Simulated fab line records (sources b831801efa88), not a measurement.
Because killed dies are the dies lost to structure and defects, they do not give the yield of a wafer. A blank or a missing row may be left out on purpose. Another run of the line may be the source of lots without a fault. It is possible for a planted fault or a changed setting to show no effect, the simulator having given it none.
What tool caused it? || flow sfq-line || 13 lots, 39 wafers sampled, at 3 steps of a route of 325

== WHAT EACH GAUGE READ, for each wafer ==
SFQ_R5_THK_MEAS_934: measures by xrf.
{"lot": "L625", "measured": "day 60 16:52", "on": "film-metro-04", "R5_MONX_THK (nm)": "40.2 39.5 39.8"}
{"lot": "L626", "measured": "day 60 23:47", "on": "film-metro-01", "R5_MONX_THK (nm)": "41.0 40.5 40.9"}
{"lot": "L628", "measured": "day 70 05:28", "on": "film-metro-04", "R5_MONX_THK (nm)": "40.3 40.6 40.4"}
{"lot": "L630", "measured": "day 71 02:41", "on": "film-metro-01", "R5_MONX_THK (nm)": "39.3 39.7 39.8"}
{"lot": "L631", "measured": "day 71 11:40", "on": "film-metro-04", "R5_MONX_THK (nm)": "40.4 41.3 40.5"}
{"lot": "L632", "measured": "day 73 05:20", "on": "film-metro-04", "R5_MONX_THK (nm)": "39.9 38.9 39.9"}
{"lot": "L633", "measured": "day 73 08:30", "on": "film-metro-03", "R5_MONX_THK (nm)": "41.4 41.2 41.0"}
{"lot": "L634", "measured": "day 73 11:46", "on": "film-metro-04", "R5_MONX_THK (nm)": "39.5 39.8 39.7"}
{"lot": "L638", "measured": "day 74 10:07", "on": "film-metro-04", "R5_MONX_THK (nm)": "40.0 40.6 40.0"}
{"lot": "L643", "measured": "day 75 22:26", "on": "film-metro-04", "R5_MONX_THK (nm)": "40.4 40.2 40.0"}
{"lot": "L644", "measured": "day 75 23:28", "on": "film-metro-01", "R5_MONX_THK (nm)": "40.5 40.1 40.3"}
{"lot": "L647", "measured": "day 76 11:02", "on": "film-metro-04", "R5_MONX_THK (nm)": "39.6 39.2 39.7"}
{"lot": "L648", "measured": "day 76 14:03", "on": "film-metro-03", "R5_MONX_THK (nm)": "40.0 39.9 40.3"}

== EACH LOT AND THE TOOL THAT RAN IT (in order: tool; ch and the chambers of the sampled wafers; start) ==
{"lot": "L625", "SFQ_TRILAYER_M0_BARC_OPEN_METAL_ETCH_031": "rie-metal-03 ch 1, day 11 19:29", "SFQ_TRILAYER_M0_STRIP_STRIP_025": "rie-metal-03 ch 1, day 11 19:41"}
{"lot": "L626", "SFQ_TRILAYER_M0_BARC_OPEN_METAL_ETCH_031": "rie-metal-03 ch 1, day 12 00:17", "SFQ_TRILAYER_M0_STRIP_STRIP_025": "rie-metal-03 ch 1, day 12 00:29"}
{"lot": "L628", "SFQ_TRILAYER_M0_BARC_OPEN_METAL_ETCH_031": "rie-metal-03 ch 0,1, day 12 20:41", "SFQ_TRILAYER_M0_STRIP_STRIP_025": "rie-metal-03 ch 0,1, day 12 20:53"}
{"lot": "L630", "SFQ_TRILAYER_M0_BARC_OPEN_METAL_ETCH_031": "rie-metal-04 ch 0,1, day 14 01:38", "SFQ_TRILAYER_M0_STRIP_STRIP_025": "rie-metal-04 ch 0,1, day 14 02:00"}
{"lot": "L631", "SFQ_TRILAYER_M0_BARC_OPEN_METAL_ETCH_031": "rie-metal-03 ch 0, day 14 12:25", "SFQ_TRILAYER_M0_STRIP_STRIP_025": "rie-metal-03 ch 0, day 14 12:47"}
{"lot": "L632", "SFQ_TRILAYER_M0_BARC_OPEN_METAL_ETCH_031": "rie-metal-02 ch 0,1, day 14 20:50", "SFQ_TRILAYER_M0_STRIP_STRIP_025": "rie-metal-02 ch 0,1, day 14 21:12"}
{"lot": "L633", "SFQ_TRILAYER_M0_BARC_OPEN_METAL_ETCH_031": "rie-metal-03 ch 0,1, day 15 10:01", "SFQ_TRILAYER_M0_STRIP_STRIP_025": "rie-metal-03 ch 0,1, day 15 10:12"}
{"lot": "L634", "SFQ_TRILAYER_M0_BARC_OPEN_METAL_ETCH_031": "rie-metal-03 ch 0,1, day 15 19:37", "SFQ_TRILAYER_M0_STRIP_STRIP_025": "rie-metal-03 ch 0,1, day 15 19:48"}
{"lot": "L638", "SFQ_TRILAYER_M0_BARC_OPEN_METAL_ETCH_031": "rie-metal-03 ch 0,1, day 17 08:38", "SFQ_TRILAYER_M0_STRIP_STRIP_025": "rie-metal-03 ch 0,1, day 17 08:49"}
{"lot": "L643", "SFQ_TRILAYER_M0_BARC_OPEN_METAL_ETCH_031": "rie-metal-02 ch 0,1, day 18 15:57", "SFQ_TRILAYER_M0_STRIP_STRIP_025": "rie-metal-02 ch 0,1, day 18 16:08"}
{"lot": "L644", "SFQ_TRILAYER_M0_BARC_OPEN_METAL_ETCH_031": "rie-metal-04 ch 0,1, day 19 07:33", "SFQ_TRILAYER_M0_STRIP_STRIP_025": "rie-metal-04 ch 0,1, day 19 07:44"}
{"lot": "L647", "SFQ_TRILAYER_M0_BARC_OPEN_METAL_ETCH_031": "rie-metal-02 ch 0,1, day 20 21:12", "SFQ_TRILAYER_M0_STRIP_STRIP_025": "rie-metal-02 ch 0,1, day 20 21:23"}
{"lot": "L648", "SFQ_TRILAYER_M0_BARC_OPEN_METAL_ETCH_031": "rie-metal-02 ch 0,1, day 21 05:36", "SFQ_TRILAYER_M0_STRIP_STRIP_025": "rie-metal-02 ch 0,1, day 21 05:47"}
- SFQ_TRILAYER_M0_BARC_OPEN_METAL_ETCH_031: etches BARC in O2, target depth 125 nm, time 41.7 s.
- SFQ_TRILAYER_M0_STRIP_STRIP_025: strips in O2.

== AS READ BY THE TOOLS THEMSELVES (means over the sampled wafers that have a number; for cases with no such wafer, the mark the record gives instead) ==
SFQ_TRILAYER_M0_BARC_OPEN_METAL_ETCH_031.
{"lot": "L625", "tool": "rie-metal-03", "drypump-motor-current-A (A)": 5.8, "oes-product-au (a.u.)": 0.681, "run-length-s (s)": 70.11}
{"lot": "L626", "tool": "rie-metal-03", "drypump-motor-current-A (A)": 5.8, "oes-product-au (a.u.)": 0.686, "run-length-s (s)": 70.01}
{"lot": "L628", "tool": "rie-metal-03", "drypump-motor-current-A (A)": 5.7, "oes-product-au (a.u.)": 0.681, "run-length-s (s)": 70.12}
{"lot": "L630", "tool": "rie-metal-04", "drypump-motor-current-A (A)": 5.3, "oes-product-au (a.u.)": 0.682, "run-length-s (s)": 70.17}
{"lot": "L631", "tool": "rie-metal-03", "drypump-motor-current-A (A)": 5.5, "oes-product-au (a.u.)": 0.682, "run-length-s (s)": 69.96}
{"lot": "L632", "tool": "rie-metal-02", "drypump-motor-current-A (A)": 5.7, "oes-product-au (a.u.)": 0.686, "run-length-s (s)": 70.01}
{"lot": "L633", "tool": "rie-metal-03", "drypump-motor-current-A (A)": 5.6, "oes-product-au (a.u.)": 0.686, "run-length-s (s)": 69.85}
{"lot": "L634", "tool": "rie-metal-03", "drypump-motor-current-A (A)": 5.7, "oes-product-au (a.u.)": 0.684, "run-length-s (s)": 70.11}
{"lot": "L638", "tool": "rie-metal-03", "drypump-motor-current-A (A)": 5.6, "oes-product-au (a.u.)": 0.627, "run-length-s (s)": 80.61}
{"lot": "L643", "tool": "rie-metal-02", "drypump-motor-current-A (A)": 5.7, "oes-product-au (a.u.)": 0.690, "run-length-s (s)": 69.76}
{"lot": "L644", "tool": "rie-metal-04", "drypump-motor-current-A (A)": 5.2, "oes-product-au (a.u.)": 0.681, "run-length-s (s)": 70.21}
{"lot": "L647", "tool": "rie-metal-02", "drypump-motor-current-A (A)": 5.7, "oes-product-au (a.u.)": 0.685, "run-length-s (s)": 69.77}
{"lot": "L648", "tool": "rie-metal-02", "drypump-motor-current-A (A)": 6.0, "oes-product-au (a.u.)": 0.684, "run-length-s (s)": 69.90}

SFQ_TRILAYER_M0_STRIP_STRIP_025.
{"lot": "L625", "tool": "rie-metal-03", "drypump-motor-current-A (A)": 5.8, "oes-product-au (a.u.)": 1.006}
{"lot": "L626", "tool": "rie-metal-03", "drypump-motor-current-A (A)": 5.8, "oes-product-au (a.u.)": 1.003}
{"lot": "L628", "tool": "rie-metal-03", "drypump-motor-current-A (A)": 5.7, "oes-product-au (a.u.)": 1.001}
{"lot": "L630", "tool": "rie-metal-04", "drypump-motor-current-A (A)": 5.2, "oes-product-au (a.u.)": 1.002}
{"lot": "L631", "tool": "rie-metal-03", "drypump-motor-current-A (A)": 5.5, "oes-product-au (a.u.)": 0.989}
{"lot": "L632", "tool": "rie-metal-02", "drypump-motor-current-A (A)": 5.7, "oes-product-au (a.u.)": 1.000}
{"lot": "L633", "tool": "rie-metal-03", "drypump-motor-current-A (A)": 5.6, "oes-product-au (a.u.)": 1.002}
{"lot": "L634", "tool": "rie-metal-03", "drypump-motor-current-A (A)": 5.7, "oes-product-au (a.u.)": 1.001}
{"lot": "L638", "tool": "rie-metal-03", "drypump-motor-current-A (A)": 5.7, "oes-product-au (a.u.)": 1.009}
{"lot": "L643", "tool": "rie-metal-02", "drypump-motor-current-A (A)": 5.7, "oes-product-au (a.u.)": 1.001}
{"lot": "L644", "tool": "rie-metal-04", "drypump-motor-current-A (A)": 5.2, "oes-product-au (a.u.)": 1.010}
{"lot": "L647", "tool": "rie-metal-02", "drypump-motor-current-A (A)": 5.7, "oes-product-au (a.u.)": 1.001}
{"lot": "L648", "tool": "rie-metal-02", "drypump-motor-current-A (A)": 6.0, "oes-product-au (a.u.)": 1.001}

== THE ANSWER, worked out from the rows above alone ==
Rule: usual is defined by the lots themselves. Put in order of their means at a reading, lots are off if they are a third of the lots or fewer, leave a main group of 4 or more, and stand apart from it by a gap of 3 or more times the standard deviation of the main group's means; of several such gaps the widest counts. A main group is skipped when, at the precision printed for the reading in the tables above, its means are all equal. A lot without any number at a reading at which 4 lots or more have one is off too. The other lots that the step has rows for count as sound. Order of review: gauges by route order, followed by the tools' own readings, for which a lot's mean as printed above is used. At the first step where some lot is off, the reading lying furthest off is the one used; lots without a number count as furthest.
Off: L638 (SFQ_TRILAYER_M0_BARC_OPEN_METAL_ETCH_031, run-length-s). The main group has a mean of 70.00 s with a standard deviation of 0.15.
If a tool, at that step or one of the process steps before it, ran each lot that is off and ran no sound lot following the first of them, it fits. One fits: rie-metal-03 at SFQ_TRILAYER_M0_BARC_OPEN_METAL_ETCH_031. Its last sound lot is L634 (day 15 19:37), its first lot that is off L638 (day 17 08:38): a fault that began between those two fits.
The tool's own readings at SFQ_TRILAYER_M0_BARC_OPEN_METAL_ETCH_031 bear it out: on the lots that are off they differ by more than 5 times the standard deviation of the sound lots' means. oes-product-au reads 0.627 a.u. there against 0.684 a.u. on the sound lots; run-length-s reads 80.61 s there against 70.00 s on the sound lots.

== WHAT THE SIMULATOR PUT IN ==
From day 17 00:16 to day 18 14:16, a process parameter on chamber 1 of rie-metal-03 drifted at SFQ_TRILAYER_M0_BARC_OPEN_METAL_ETCH_031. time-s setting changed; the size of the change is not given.
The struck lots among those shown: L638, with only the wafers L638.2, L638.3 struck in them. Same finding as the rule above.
